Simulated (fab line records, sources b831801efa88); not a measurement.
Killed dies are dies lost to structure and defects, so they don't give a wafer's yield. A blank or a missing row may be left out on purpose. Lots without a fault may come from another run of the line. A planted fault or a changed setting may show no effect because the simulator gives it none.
Which tool did it? | flow sky130 | 11 lots, 33 wafers sampled, at 1 step of a route of 708

WHAT THE GAUGES READ, wafer by wafer
SKY_LI_CONTACT_RS_MEAS_22: measures by four-point-probe.
lot  | measured     | on            | LI_CONTACT_W_RS (ohm/sq)
L557 | day 31 01:27 | film_metro-03 | 0.2867 0.2859 0.2898
L558 | day 31 01:35 | film_metro-01 | 0.2812 0.2832 0.2861
L561 | day 32 04:30 | film_metro-01 | 0.2872 0.2877 0.2865
L564 | day 33 06:05 | film_metro-02 | 0.2870 0.2873 0.2832
L565 | day 34 16:18 | film_metro-03 | 0.2830 0.2835 0.2850
L566 | day 34 17:43 | film_metro-02 | 0.2848 0.2772 0.2822
L569 | day 34 21:53 | film_metro-02 | 0.2874 0.2854 0.2864
L570 | day 35 02:01 | film_metro-02 | 0.2829 0.2832 0.2861
L572 | day 35 13:18 | film_metro-01 | 0.2845 0.2827 0.2839
L574 | day 36 04:34 | film_metro-01 | 0.2824 0.2830 0.2844
L575 | day 36 09:02 | film_metro-01 | 0.2797 0.2844 0.2842

WHICH TOOL RAN EACH LOT (tool, then ch and the chambers of the sampled wafers, then the start)
The record holds no process step before these readings.

THE ANSWER, worked out from the rows above alone
Rule: what is usual is taken from the lots themselves. Put in order of their means at a reading, lots are off if they are a third of the lots or fewer, leave a main group of 4 or more, and stand apart from it by a gap of 3 or more times the standard deviation of the main group's means; of several such gaps the widest counts. A main group whose means are all the same, to the digits that the tables above print for the reading, isn't used. A lot without any number at a reading at which 4 lots or more have one is off too. The other lots that the step has rows for count as sound.
No lot is off at any reading shown: from this, nothing can be told.

WHAT THE SIMULATOR HAD PUT IN
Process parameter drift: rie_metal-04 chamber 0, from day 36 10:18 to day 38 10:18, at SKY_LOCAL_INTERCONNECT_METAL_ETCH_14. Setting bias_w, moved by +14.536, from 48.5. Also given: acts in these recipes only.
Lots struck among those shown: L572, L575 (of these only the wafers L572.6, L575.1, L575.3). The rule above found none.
